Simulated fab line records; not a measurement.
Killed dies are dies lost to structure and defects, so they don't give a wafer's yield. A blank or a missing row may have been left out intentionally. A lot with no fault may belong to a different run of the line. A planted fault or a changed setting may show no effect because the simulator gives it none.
Which tool did it? + flow gf180mcu + 12 lots with 36 wafers sampled at 5 steps, on a route of 602 steps

## WHAT EACH GAUGE READ, for each wafer
GF_VT_IMPLANT_RS_MEAS_47: a four-point-probe measurement.
| lot  | measured     | on            | NWELL_RS (ohm/sq) |
|------|--------------|---------------|-------------------|
| L219 | day 7 16:29  | film metro-02 | 487.2 488.6 488.0 |
| L220 | day 7 23:05  | film metro-03 | 487.7 489.5 489.2 |
| L221 | day 8 07:56  | film metro-03 | 488.9 487.7 488.7 |
| L222 | day 8 11:46  | film metro-01 | 488.4 489.1 489.3 |
| L226 | day 10 00:47 | film metro-01 | 488.1 489.0 489.9 |
| L227 | day 10 01:05 | film metro-02 | 486.5 486.1 486.2 |
| L229 | day 10 17:40 | film metro-01 | 487.2 487.9 486.0 |
| L230 | day 10 18:28 | film metro-02 | 489.4 488.1 488.2 |
| L231 | day 10 23:29 | film metro-03 | 487.8 488.5 489.0 |
| L237 | day 12 14:35 | film metro-01 | 468.1 468.1 468.5 |
| L238 | day 13 04:47 | film metro-02 | 466.2 465.8 466.6 |
| L242 | day 14 03:46 | film metro-02 | 487.4 487.1 486.6 |

## EACH LOT AND THE TOOL THAT RAN IT (in order: tool; ch and the chambers of the sampled wafers; start)
| lot  | GF_STI_STRIP_15                     | GF_NWELL_IMPLANT_09            | GF_VT_IMPLANT_STRIP_20               | GF_VT_IMPLANT_STRIP_31               |
|------|-------------------------------------|--------------------------------|--------------------------------------|--------------------------------------|
| L219 | plasma asher-04 ch 0,1, day 2 01:59 | implanter-02 ch 0, day 3 07:20 | plasma asher-02 ch 0, day 6 07:52    | plasma asher-02 ch 0,1, day 6 23:49  |
| L220 | plasma asher-01 ch 0,1, day 2 07:54 | implanter-01 ch 0, day 3 13:31 | plasma asher-03 ch 0,1, day 6 14:56  | plasma asher-02 ch 0,1, day 7 06:05  |
| L221 | plasma asher-04 ch 1, day 2 12:21   | implanter-02 ch 0, day 3 20:40 | plasma asher-02 ch 0,1, day 6 23:16  | plasma asher-04 ch 0,1, day 7 15:16  |
| L222 | plasma asher-01 ch 0,1, day 2 17:19 | implanter-01 ch 0, day 4 00:52 | plasma asher-02 ch 0,1, day 7 02:53  | plasma asher-04 ch 0,1, day 7 18:17  |
| L226 | plasma asher-03 ch 0,1, day 3 14:47 | implanter-02 ch 0, day 5 01:28 | plasma asher-03 ch 0,1, day 8 08:11  | plasma asher-02 ch 0,1, day 9 01:10  |
| L227 | plasma asher-04 ch 0,1, day 3 19:15 | implanter-04 ch 0, day 5 06:16 | plasma asher-02 ch 0,1, day 8 13:11  | plasma asher-03 ch 0,1, day 9 06:11  |
| L229 | plasma asher-04 ch 0, day 4 06:33   | implanter-02 ch 0, day 5 16:47 | plasma asher-04 ch 0, day 9 02:38    | plasma asher-04 ch 1, day 9 23:25    |
| L230 | plasma asher-03 ch 0,1, day 4 11:35 | implanter-01 ch 0, day 5 21:44 | plasma asher-04 ch 0,1, day 9 06:32  | plasma asher-02 ch 0,1, day 9 23:53  |
| L231 | plasma asher-03 ch 0,1, day 4 16:11 | implanter-02 ch 0, day 6 02:58 | plasma asher-03 ch 0,1, day 9 13:11  | plasma asher-02 ch 0,1, day 10 05:25 |
| L237 | plasma asher-04 ch 0,1, day 5 23:53 | implanter-02 ch 0, day 7 11:34 | plasma asher-03 ch 0,1, day 10 23:55 | plasma asher-03 ch 0,1, day 11 19:08 |
| L238 | plasma asher-01 ch 1, day 6 03:42   | implanter-02 ch 0, day 7 15:26 | plasma asher-02 ch 1, day 11 13:25   | plasma asher-03 ch 0,1, day 12 08:16 |
| L242 | plasma asher-01 ch 0,1, day 7 01:00 | implanter-01 ch 0, day 8 15:02 | plasma asher-03 ch 0,1, day 12 10:56 | plasma asher-02 ch 0,1, day 13 06:43 |
- GF_STI_STRIP_15: strips in O2/N2.
- GF_NWELL_IMPLANT_09
- GF_VT_IMPLANT_STRIP_20: strips in O2/N2.
- GF_VT_IMPLANT_STRIP_31: strips in O2/N2.

## AS READ BY THE TOOLS THEMSELVES (means over the sampled wafers that have a number; for cases with no such wafer, the mark the record gives instead)
GF_STI_STRIP_15.
| lot  | tool            | drypump motor current A (A) | heater power w (W) | oes product au (a.u.) | strip time to endpoint s (s) |
|------|-----------------|-----------------------------|--------------------|-----------------------|------------------------------|
| L219 | plasma asher-04 | 5.9                         | 347                | 0.389                 | 3.75                         |
| L220 | plasma asher-01 | 6.1                         | 356                | 0.383                 | 3.74                         |
| L221 | plasma asher-04 | 6.2                         | 333                | 0.382                 | 3.70                         |
| L222 | plasma asher-01 | 6.1                         | 363                | 0.382                 | 3.71                         |
| L226 | plasma asher-03 | 6.0                         | 347                | 0.389                 | 3.75                         |
| L227 | plasma asher-04 | 5.9                         | 350                | 0.388                 | 3.82                         |
| L229 | plasma asher-04 | 5.7                         | 364                | 0.387                 | 3.75                         |
| L230 | plasma asher-03 | 6.0                         | 343                | 0.386                 | 3.83                         |
| L231 | plasma asher-03 | 6.3                         | 328                | 0.388                 | 3.75                         |
| L237 | plasma asher-04 | 5.9                         | 351                | 0.386                 | 3.78                         |
| L238 | plasma asher-01 | 6.5                         | 361                | 0.382                 | 3.70                         |
| L242 | plasma asher-01 | 6.1                         | 359                | 0.384                 | 3.80                         |

GF_NWELL_IMPLANT_09.
| lot  | tool         | dose ions cm2 | faraday current uA |
|------|--------------|---------------|--------------------|
| L219 | implanter-02 | 4e+12         | 22.4               |
| L220 | implanter-01 | 4e+12         | 22.5               |
| L221 | implanter-02 | 4e+12         | 22.3               |
| L222 | implanter-01 | 4e+12         | 22.9               |
| L226 | implanter-02 | 4e+12         | 22.3               |
| L227 | implanter-04 | 4e+12         | 22.5               |
| L229 | implanter-02 | 4e+12         | 22.7               |
| L230 | implanter-01 | 4e+12         | 23.1               |
| L231 | implanter-02 | 4e+12         | 22.5               |
| L237 | implanter-02 | 5e+12         | 30.2               |
| L238 | implanter-02 | 5e+12         | 30.4               |
| L242 | implanter-01 | 4e+12         | 22.4               |

GF_VT_IMPLANT_STRIP_20.
| lot  | tool            | drypump motor current A (A) | heater power w (W) | oes product au (a.u.) | strip time to endpoint s (s) |
|------|-----------------|-----------------------------|--------------------|-----------------------|------------------------------|
| L219 | plasma asher-02 | 5.8                         | 310                | 0.713                 | 12.60                        |
| L220 | plasma asher-03 | 6.3                         | 328                | 0.713                 | 12.63                        |
| L221 | plasma asher-02 | 6.0                         | 297                | 0.719                 | 12.56                        |
| L222 | plasma asher-02 | 6.0                         | 297                | 0.713                 | 12.63                        |
| L226 | plasma asher-03 | 6.0                         | 344                | 0.717                 | 12.60                        |
| L227 | plasma asher-02 | 6.0                         | 296                | 0.713                 | 12.68                        |
| L229 | plasma asher-04 | 5.7                         | 363                | 0.717                 | 12.63                        |
| L230 | plasma asher-04 | 5.9                         | 347                | 0.718                 | 12.59                        |
| L231 | plasma asher-03 | 6.3                         | 326                | 0.715                 | 12.69                        |
| L237 | plasma asher-03 | 6.3                         | 325                | 0.717                 | 12.60                        |
| L238 | plasma asher-02 | 6.5                         | 281                | 0.714                 | 12.62                        |
| L242 | plasma asher-03 | 6.0                         | 342                | 0.718                 | 12.61                        |

GF_VT_IMPLANT_STRIP_31.
| lot  | tool            | drypump motor current A (A) | heater power w (W) | oes product au (a.u.) | strip time to endpoint s (s) |
|------|-----------------|-----------------------------|--------------------|-----------------------|------------------------------|
| L219 | plasma asher-02 | 6.0                         | 304                | 0.716                 | 12.63                        |
| L220 | plasma asher-02 | 6.3                         | 290                | 0.714                 | 12.61                        |
| L221 | plasma asher-04 | 6.1                         | 333                | 0.712                 | 12.65                        |
| L222 | plasma asher-04 | 6.0                         | 337                | 0.719                 | 12.62                        |
| L226 | plasma asher-02 | 6.0                         | 301                | 0.710                 | 12.62                        |
| L227 | plasma asher-03 | 6.3                         | 326                | 0.715                 | 12.64                        |
| L229 | plasma asher-04 | 6.2                         | 330                | 0.720                 | 12.60                        |
| L230 | plasma asher-02 | 6.3                         | 294                | 0.718                 | 12.71                        |
| L231 | plasma asher-02 | 6.3                         | 294                | 0.713                 | 12.56                        |
| L237 | plasma asher-03 | 6.3                         | 326                | 0.717                 | 12.68                        |
| L238 | plasma asher-03 | 6.3                         | 329                | 0.713                 | 12.59                        |
| L242 | plasma asher-02 | 6.3                         | 292                | 0.710                 | 12.64                        |

## THE ANSWER, worked out from the rows above alone
Rule: the usual values come from the lots themselves. Put in order of their means at a reading, lots are off if they are a third of the lots or fewer, leave a main group of 4 or more, and stand apart from it by a gap of 3 or more times the standard deviation of the main group's means; of several such gaps the widest counts. The tables above print the reading to a certain number of digits; a main group whose means all agree to those digits is not used. A lot without any number at a reading at which 4 lots or more have one is off too. All remaining lots with rows at the step are treated as sound. The gauges are gone through in route order, then the tools' own readings, and for those a lot's mean is taken as printed above. The first step at which some lot is off is used, and at that step the reading that is off furthest; a lot without a number counts as furthest.
Off: L237, L238, at GF_VT_IMPLANT_RS_MEAS_47 (NWELL_RS). Main group: mean 488.0 ohm/sq, sd 0.9.
If a tool, at a process step before that reading, ran all the lots that are off and no sound lot after the first of them, it fits. The gauges at GF_VT_IMPLANT_RS_MEAS_47 aren't tried: what is off there is off at GF_NWELL_IMPLANT_09 too, on other tools, and a gauge's error can't cause that. 2 tools fit, implanter-02 at GF_NWELL_IMPLANT_09 and plasma asher-03 at GF_VT_IMPLANT_STRIP_31, so this cannot tell which one it is.

## WHAT WAS PUT IN BY THE SIMULATOR
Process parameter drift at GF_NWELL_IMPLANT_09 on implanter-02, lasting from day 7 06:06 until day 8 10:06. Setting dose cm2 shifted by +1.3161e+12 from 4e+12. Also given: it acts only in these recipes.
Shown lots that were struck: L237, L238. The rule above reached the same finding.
